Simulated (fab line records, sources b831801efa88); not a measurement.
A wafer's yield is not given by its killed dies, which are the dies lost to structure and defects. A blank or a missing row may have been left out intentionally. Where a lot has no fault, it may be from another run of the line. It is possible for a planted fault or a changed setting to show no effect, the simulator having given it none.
What tool caused it? ; flow gf180mcu ; 39 wafers sampled from 13 lots at 1 step of a route of 602

WHAT EACH GAUGE READ, for each wafer
GF_STI_CD_MEAS_12: target cd 220 nm.
lot;measured;on;cdNm (nm)
L113;day 2 02:17;cdSem-02;219.7 220.5 220.5
L115;day 2 11:07;cdSem-02;219.7 220.0 219.7
L116;day 2 16:55;cdSem-02;217.8 217.6 219.1
L117;day 2 22:20;cdSem-01;220.1 221.1 221.5
L118;day 3 03:49;cdSem-02;219.1 219.4 219.6
L119;day 3 08:28;cdSem-02;219.0 218.7 218.3
L120;day 3 13:17;cdSem-01;220.9 218.6 218.5
L121;day 3 18:44;cdSem-02;221.0 220.7 220.7
L127;day 5 01:07;cdSem-02;219.7 221.9 221.5
L129;day 5 11:49;cdSem-02;220.9 219.8 219.4
L130;day 5 17:27;cdSem-02;221.8 222.1 223.2
L131;day 5 22:10;cdSem-01;219.9 218.8 217.9
L133;day 6 08:07;cdSem-01;220.8 219.6 221.0

WHAT TOOL EACH LOT RAN ON (gives the tool, then ch and the chambers of the sampled wafers, and finally the start)
There is no process step in the record ahead of these readings.

AS READ BY THE TOOLS THEMSELVES (means over the sampled wafers that have a number; for cases with no such wafer, the mark the record gives instead)
The record holds no such reading with a usual standard deviation.

THE ANSWER, worked out from the rows above alone
Rule: usual is defined by the lots themselves. The widest of any qualifying gaps counts: lots, ordered by their means at a reading, are off when they make up no more than a third of the lots, leave a main group of 4 or more, and stand apart from it by 3 or more times the standard deviation of that group's means. If all means in a main group match to the digits the tables above print for the reading, that group is not used. Also off: a lot with no number at a reading for which 4 or more lots have one. The other lots that the step has rows for count as sound. Order of review: gauges by route order, followed by the tools' own readings, for which a lot's mean as printed above is used. The first step at which some lot is off is used, and at that step the reading that is off furthest; a lot without a number counts as furthest.
None of the lots is off at any reading shown; this tells nothing.

WHAT THE SIMULATOR HAD INSERTED
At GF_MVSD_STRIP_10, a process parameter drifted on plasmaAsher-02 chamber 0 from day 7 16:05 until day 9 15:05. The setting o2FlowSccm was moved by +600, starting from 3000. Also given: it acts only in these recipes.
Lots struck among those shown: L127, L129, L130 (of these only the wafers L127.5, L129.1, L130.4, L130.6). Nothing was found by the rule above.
